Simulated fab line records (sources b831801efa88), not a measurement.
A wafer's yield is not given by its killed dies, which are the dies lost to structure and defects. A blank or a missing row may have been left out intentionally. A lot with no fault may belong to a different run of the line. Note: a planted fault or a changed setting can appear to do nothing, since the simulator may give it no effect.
A struck lot beside a sound one + flow gf180mcu + 15 steps out of a route of 602
Sound: these wafers, L968.3, L968.4, L968.5. The struck wafers were L960.2, L960.4, L960.5. The cause comes at the end.
Each step with rows lists, per side, the tool, then ch with its chambers, then its first start. Under that, the readings that differ: sound wafers + struck wafers + difference of the means + sigmas: that difference in standard deviations of wafers without a fault.
alike: readings with means less than 2 such deviations apart, plus words and numbers identical on both sides. not compared: withheld readings, readings lacking a value on some wafer, bounds such as >300 that could conceal the same value, and numbers that have no deviation in the record and whose values overlap.
The two part at a step that has a row with sigmas, a row that says differs or no value, or rows on one side only. Non-overlapping numbers with no deviation appear without sigmas and do not part them. A reading missing from all wafers of one side parts the sides only when that side holds two or more wafers.

GF_V3_CD_MEAS_14: the cd target is 260 nm.
  struck on cd sem-01, day 26 01:06; sound on cd sem-02, day 28 19:50
  alike: cd nm
GF_V3_OVL_MEAS_15:
  struck on overlay-02, day 26 01:12; sound on overlay-01, day 28 19:56
  alike: V3_OVL
GF_V3_ETCH_16: etches BARC in N2/H2.
  sound on rie diel-03 ch 0,2,3, day 28 19:58; struck on rie diel-02 ch 0,3, day 26 01:14
  alike: drypump motor current A, h2 flow sccm, n2 flow sccm, oes product au, rf fwd power W, throttle valve pct
GF_V3_ETCH_17: etches SiO2 in C4F8/O2/Ar, stops on TiN, target depth 635 nm.
  sound: rie diel-03 ch 0,2,3; struck: rie diel-02 ch 0,3
  alike: oes product au, rf fwd power W
GF_V3_STRIP_18: strips in O2/N2.
  sound on plasma asher-01 ch 0,1, day 28 20:07; struck on plasma asher-01 ch 0,1, day 26 01:22
  alike: drypump motor current A, heater power w, n2 flow sccm, oes product au
  not compared: rf hours counter h
then, 3 steps without rows for these wafers: GF_V3_STRIP_19 (strips in post etch residue remover, time 1200 s); GF_V3_CLEAN_20 (cleans in DIW); GF_V3_SPUTTER_21 (material Ti, target thk 15 nm, time 80.02 s).
GF_V3_SPUTTER_22: material TiN, target thk 10 nm, time 40 s.
  struck on pvd sputter-01, day 26 01:58; sound on pvd sputter-01, day 28 20:41
  alike: throttle valve pct
GF_V3_CVD_23: deposits W, target thk 350 nm, time 104.9 s.
  sound on cvd w-02 ch 0,1, day 28 20:46; struck on cvd w-02 ch 0,1, day 26 02:00
  alike: chamber pressure Torr, heater power w
GF_V3_RS_MEAS_24: uses a four-point probe to measure.
  struck on film metro-04, day 26 02:08; sound on film metro-04, day 28 20:53
  alike: V3_W_RS
GF_V3_THK_MEAS_25: measures by xrf.
  struck on film metro-04, day 26 02:14; sound on film metro-04, day 28 20:59
  alike: V3_W_THK
GF_V3_CMP_26: polishes, stops on SiO2, t overpolish 15 s, target thk 0 nm.
  sound on cmp-01 ch 0,1,3, day 28 21:01; struck on cmp-02 ch 1,3, day 26 02:17
| reading              | sound                | struck               | difference | sigmas      |
|----------------------|----------------------|----------------------|------------|-------------|
| overpolish run s (s) | 15.007 15.005 14.993 | 16.035 16.043 16.028 | +1.034     | +99 or more |
| t overpolish s (s)   | 15 15 15             | 16.039 16.039 16.039 | +1.039     |             |
  alike: motor current A, slurry flow ml min, time to endpoint s
then, 1 step without rows for these wafers: GF_M4_SPUTTER_00 (material Ti, target thk 37.5 nm, time 150 s).
-- the record jumps here: 6 days lie between the struck wafers' starts before and after (it left off in module M4 and takes up again in module PASSIVATION, whose first step shown is number 602 of the route) --
GF_PASSIVATION_PROBE_99:
  record: rows for the struck wafers here (prober-01, day 32 01:52), none for the sound ones

## WHERE THEY PART
Earliest at GF_V3_CMP_26; latest, in this record, at GF_PASSIVATION_PROBE_99.

WHY: what had been put in by the simulator
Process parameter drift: cmp-02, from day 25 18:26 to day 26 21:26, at GF_V3_CMP_26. Setting t overpolish s, moved by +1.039, from 15. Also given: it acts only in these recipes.
